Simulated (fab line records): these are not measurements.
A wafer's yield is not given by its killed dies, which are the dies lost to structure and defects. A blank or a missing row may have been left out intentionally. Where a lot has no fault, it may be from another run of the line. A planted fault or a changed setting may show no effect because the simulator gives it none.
A lot that was struck, set against a sound lot -- flow sky130 -- 26 steps out of a route of 708
Sound: these wafers, L160.1, L160.2, L160.3. The struck wafers were L149.4, L149.5, L149.6. The cause comes at the end.
Per side, at each step with rows, come the tool, then ch with its chambers, and then its first start. Under that, the readings that differ: sound wafers -- struck wafers -- difference of the means -- sigmas: that difference in standard deviations of wafers without a fault.
alike: same words and numbers on both sides, and readings whose means sit less than 2 such deviations apart. not compared: any withheld reading, any reading some wafer has no value for, any bound like >300 that may hide the same value, and any number with overlapping values for which the record gives no deviation.
A row with sigmas, a row that says differs or no value, or rows on one side alone: a step with any of these is where the two part. Numbers that have no deviation but don't overlap get no sigmas and don't part them. Lack of a reading on every wafer of one side parts them only where that side has two or more wafers.

first, 10 steps without rows for these wafers: SKY_SONOS_ONO_COAT_08 (resist thk 1140 nm); SKY_SONOS_ONO_SOFTBAKE_09 (time 60 s); SKY_SONOS_ONO_EXPOSE_10 (exposes mask ONOM, target cd 410 nm); SKY_SONOS_ONO_PEB_11; SKY_SONOS_ONO_DEVELOP_12 (develop time 60 s); SKY_SONOS_ONO_ETCH_15 (etches the open film in CHF3/O2, target depth 19.52 nm, time 7.8 s); SKY_SONOS_ONO_WET_ETCH_16 (etches SiO2 in dHF, target depth 14 nm, time 280 s); SKY_SONOS_ONO_STRIP_17 (strips in O2/N2); SKY_SONOS_ONO_WET_ETCH_18 (etches Si3N4 in H3PO4, target depth 15 nm, time 172 s); SKY_GATE_OXIDE_CLEAN_00 (cleans in SC1/SC2, time 150 s).
SKY_GATE_OXIDE_OXIDATION_01: stabilise 600 s, purge 300 s, target thk 10.268 nm.
  sound on furnace-02 ch 0, day 19 01:35; struck on furnace-01 ch 0, day 14 17:41
reading,sound,struck,difference,sigmas
spike tc bottom C (C),917.9 917.1 917.2,948.3 947.7 947.9,+30.6,+13
spike tc centre C (C),900.9 902.7 902.0,926.5 925.1 925.9,+24.0,+22
spike tc lower C (C),903.0 901.0 902.4,927.0 925.6 927.7,+24.6,+25
spike tc top C (C),914.0 915.9 913.8,934.8 936.5 936.1,+21.2,+12
spike tc upper C (C),902.6 898.8 900.4,925.2 924.4 924.9,+24.2,+24
tube center temp C (C),899.85 900.14 899.91,925.57 925.69 925.51,+25.62,+99 or more
tube_center_temp_C_max,902.8 901.8 903.0,927.8 928.2 928.1,+25.5,+69
zone power centre pct (%),17.9 18.0 18.0,22.6 23.0 22.9,+4.9,+3
model.SiO2_of_GATE_OXIDE_OXIDATION_01.thk nm (nm),9.998 9.992 9.895,13.39 13.38 13.24,+3.38,
SKY_GATE_OXIDE_THK_MEAS_02:
  struck on film metro-02, day 14 19:08; sound on film metro-03, day 19 03:00
reading,sound,struck,difference,sigmas
GATE_OXIDE_OXIDATION_00_THK (nm),9.98 9.98 9.80,13.45 13.37 13.30,+3.45,+20
then, 11 steps without rows for these wafers: SKY_GATE_OXIDE_DEHYDRATE_03 (time 60 s); SKY_GATE_OXIDE_HMDS_04 (prime time 60 s); SKY_GATE_OXIDE_COAT_05 (resist thk 1140 nm); SKY_GATE_OXIDE_SOFTBAKE_06 (time 60 s); SKY_GATE_OXIDE_EXPOSE_07 (exposes mask LVOM, target cd 600 nm); SKY_GATE_OXIDE_PEB_08; SKY_GATE_OXIDE_DEVELOP_09 (develop time 60 s); SKY_GATE_OXIDE_IMPLANT_11; SKY_GATE_OXIDE_WET_ETCH_12 (etches SiO2 in dHF, target depth 16.8 nm, time 336 s); SKY_GATE_OXIDE_STRIP_13 (strips in O2/N2); SKY_GATE_OXIDE_CLEAN_15 (cleans in SC1/SC2, time 150 s).
SKY_GATE_OXIDE_OXIDATION_16: stabilise 600 s, purge 300 s, target thk 3.57 nm.
  sound on furnace-01 ch 0, day 20 10:12; struck on furnace-02 ch 0, day 15 22:47
reading,sound,struck,difference,sigmas
spike tc bottom C (C),823.3 824.3 823.4,818.0 818.5 818.7,-5.3,-2
zone power centre pct (%),16.6 16.6 16.5,13.9 14.1 14.4,-2.4,-2
model.SiO2_of_GATE_OXIDE_OXIDATION_01.thk nm (nm),11.36 11.35 11.3,14.55 14.52 14.4,+3.15,
  alike: ox temp c, spike tc centre C, spike tc lower C, spike tc top C, spike tc upper C, tube center temp C, tube_center_temp_C_max
then, 1 step without rows for these wafers: SKY_POLY_GATE_CVD_00 (deposits poly-Si, target thk 180 nm, time 720 s).
-- here the record skips 31 days between the struck wafers' starts before and after, leaving off in module POLY_GATE and picking up in module PAD_OPEN (first step shown: number 708 of the route) --
SKY_PAD_OPEN_PROBE_99:
  struck on prober-02, day 47 02:43; sound on prober-02, day 49 22:40
reading,sound,struck,difference,sigmas
killed at contacts,21 39 32,15 16 27,-11,-2
model.etest.nfet_16v.r on ohm um,1.402e+04 1.4e+04 1.387e+04,1.599e+04 1.596e+04 1.584e+04,+1.967e+03,
model.etest.pfet_16v.r on ohm um,1.459e+04 1.477e+04 1.469e+04,1.59e+04 1.611e+04 1.645e+04,+1.47e+03,
model.etest.tip sonos.rs ohm sq,2580 2601 2597,3443 3440 3420,+842,
model.etest.pfet g5v0d10v5.r on ohm um,4769 4718 4742,5398 5422 5411,+667,
model.etest.nfet g5v0d10v5.r on ohm um,1869 1851 1865,2156 2148 2151,+290,
model.etest.tip p.rs ohm sq,6802 6802 6843,7102 7125 7130,+303,
model.etest.nfet g5v0d10v5.drive ua um,621.6 612.9 623.3,481.7 484.1 483.3,-136.2,
model.etest.nfet_05v0_nvt.drive ua um,588.2 588.3 586.8,466.3 468 469.8,-119.7,
  alike: killed_at_M0_to_M3, killed_at_M4_up, killed at front end, killed at other, killed dies, killed open, killed short

WHERE THEY PART
Earliest at SKY_GATE_OXIDE_OXIDATION_01; latest, in this record, at SKY_PAD_OPEN_PROBE_99.

WHY: the cause the simulator had injected
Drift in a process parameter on furnace-01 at SKY_GATE_OXIDE_OXIDATION_01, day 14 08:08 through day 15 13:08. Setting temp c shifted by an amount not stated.
